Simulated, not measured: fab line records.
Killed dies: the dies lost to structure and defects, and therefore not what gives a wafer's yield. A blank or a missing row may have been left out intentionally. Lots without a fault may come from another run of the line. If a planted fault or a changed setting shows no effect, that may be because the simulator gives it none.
Matching of chambers | flow gf180mcu | 4 sister chambers for GF_V1_CMP_04 on cmp-01
The step polishes SiO2. 15 wafers are shown with their chamber, then 7 later ones without.

== EACH WAFER AND ITS CHAMBER ==
wafer  | chamber | motor_current_A (A) | time_to_endpoint_s (s) | platen_rpm (rpm)
L609.2 | 0       | 10.7                | 81                     | 60.00
L609.3 | 3       | 10.1                | 83                     | 60.03
L609.4 | 2       | 12.3                | 84                     | 59.99
L610.1 | 3       | 10.2                | 71                     | 60.05
L610.4 | 2       | 13.1                | 82                     | 59.91
L610.6 | 0       | 10.1                | 86                     | 59.97
L611.2 | 1       | 12.1                | 67                     | 59.96
L611.4 | 3       | 10.7                | 76                     | 59.99
L611.5 | 2       | 12.6                | 79                     | 59.96
L612.4 | 0       | 10.7                | 78                     | 60.01
L612.5 | 0       | 10.7                | 85                     | 60.04
L612.6 | 1       | 12.1                | 77                     | 59.97
L619.4 | 1       | 11.9                | 80                     | 59.98
L619.6 | 3       | 10.3                | 85                     | 59.98
L620.2 | 1       | 11.8                | 74                     | 60.07

SIGNATURES, as means of the wafers listed above
reading            | chamber 0 | chamber 1 | chamber 2 | chamber 3 | scatter within a chamber
motor_current_A    | 10.550    | 11.975    | 12.667    | 10.325    | 0.282
time_to_endpoint_s | 82.50     | 74.50     | 81.67     | 78.75     | 4.97
platen_rpm         | 60.0050   | 59.9950   | 59.9533   | 60.0125   | 0.039
Rule: a wafer lies at a distance from a chamber equal to the root of the sum of squares, over the readings, of (its reading less the chamber's mean, divided by the reading's scatter). The wafer belongs to the nearest chamber; if the next one is less than 2 further off, it can't be placed. The scatter: the root of (the sum of the squares of (reading less its chamber's mean) over the shown wafers, divided by (wafers less chambers)).

== WAFERS WHOSE CHAMBER IS MISSING ==
wafer  | motor_current_A (A) | time_to_endpoint_s (s) | platen_rpm (rpm)
L620.6 | 10.2                | 79                     | 60.00
L628.1 | 10.2                | 81                     | 60.02
L628.4 | 12.3                | 84                     | 60.00
L628.6 | 10.7                | 85                     | 59.97
L629.2 | 12.8                | 83                     | 59.98
L629.4 | 10.6                | 90                     | 59.96
L629.6 | 12.6                | 90                     | 60.01

== THE CHAMBER EACH PASSED THROUGH ==
wafer  | from the rows above     | in truth
L620.6 | can't be placed: 3 or 0 | 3
L628.1 | can't be placed: 3 or 0 | 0
L628.4 | can't be placed: 2 or 1 | 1
L628.6 | can't be placed: 0 or 3 | 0
L629.2 | 2                       | 2
L629.4 | can't be placed: 0 or 3 | 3
L629.6 | can't be placed: 2 or 1 | 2
Placed correctly: 1 of 7. Unplaceable from these rows: 6, with the true chamber sitting among the candidates in 6. Placed wrongly: 0.
